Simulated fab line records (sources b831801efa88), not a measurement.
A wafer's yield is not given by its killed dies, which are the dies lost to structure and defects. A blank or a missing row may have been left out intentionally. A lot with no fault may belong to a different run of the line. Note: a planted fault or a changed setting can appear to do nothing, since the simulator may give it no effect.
Struck lot and sound lot, side by side	flow sky130	14 out of 708 route steps
Sound: the wafers L703.1, L703.2, L703.6. The struck wafers were L707.1, L707.3, L707.6. The cause comes at the end.
Each step with rows lists, per side, the tool, then ch with its chambers, then its first start. Under that, the readings that differ: sound wafers	struck wafers	difference of the means	sigmas: that difference in standard deviations of wafers without a fault.
alike: readings whose means differ by less than 2 such deviations, and words and numbers that are the same on both sides. not compared: withheld readings, readings that some wafer has no value for, bounds like >300 that may hide the same value, and numbers for which the record gives no deviation and whose values overlap.
Wherever a step has rows on one side only, a row that says differs or no value, or a row with sigmas, the two part there. Numbers that have no deviation but don't overlap get no sigmas and don't part them. A reading that every wafer of one side lacks parts them only if that side has two wafers or more.

SKY_METAL2_SPUTTER_02: material AlCu, target thk 250 nm, time 13.3 s.
  struck on pvd sputter-02, day 38 10:06; sound on pvd sputter-03, day 37 10:49
  alike: throttle valve pct
SKY_METAL2_SPUTTER_03: material Ti, target thk 5 nm, time 3.3 s.
  struck on pvd sputter-02, day 38 10:07; sound on pvd sputter-03, day 37 10:50
  alike: throttle valve pct
SKY_METAL2_SPUTTER_04: material TiN, target thk 70 nm, time 58.3 s.
  struck on pvd sputter-02, day 38 10:08; sound on pvd sputter-03, day 37 10:52
  alike: throttle valve pct
SKY_METAL2_RS_MEAS_05: measures by four-point-probe.
  struck on film metro-04, day 38 10:11; sound on film metro-01, day 37 10:55
  alike: METAL2_ALCU_RS
SKY_METAL2_THK_MEAS_06: measures by xrf.
  struck on film metro-04, day 38 10:19; sound on film metro-01, day 37 11:02
  alike: METAL2_ALCU_THK
then, 7 steps without rows for these wafers: SKY_METAL2_DEHYDRATE_07 (time 60 s); SKY_METAL2_HMDS_08 (prime time 60 s); SKY_METAL2_COAT_09 (resist thk 60 nm); SKY_METAL2_COAT_10 (resist thk 450 nm); SKY_METAL2_SOFTBAKE_11 (time 90 s); SKY_METAL2_EXPOSE_12 (exposes mask MM2, target cd 140 nm); SKY_METAL2_PEB_13.
SKY_METAL2_DEVELOP_14: develop time 60 s.
  sound on litho track-01 ch 0, day 38 12:00; struck on litho track-01, day 39 10:00
  no value came back on the struck wafers for chill plate temp C (C), develop time s (s); on the sound wafers chill plate temp C (C) reads 23.12 23.06 23.20
reading	sound	struck	difference	sigmas
model.KrF-thick_of_METAL2_COAT_10.thk nm (nm)	437 437.7 437.3	451 449.6 450.7	+13	
SKY_METAL2_CD_MEAS_15: the cd target is 140 nm.
  struck on cd sem-01, day 39 10:55; sound on cd sem-02, day 38 12:13
reading	sound	struck	difference	sigmas
cd nm (nm)	139.8 140.2 139.5	- - -	no value on the struck wafers	

== WHERE THEY PART ==
At SKY_METAL2_DEVELOP_14 first; at SKY_METAL2_CD_MEAS_15 last (within this record only).

WHY: whatever the simulator had introduced
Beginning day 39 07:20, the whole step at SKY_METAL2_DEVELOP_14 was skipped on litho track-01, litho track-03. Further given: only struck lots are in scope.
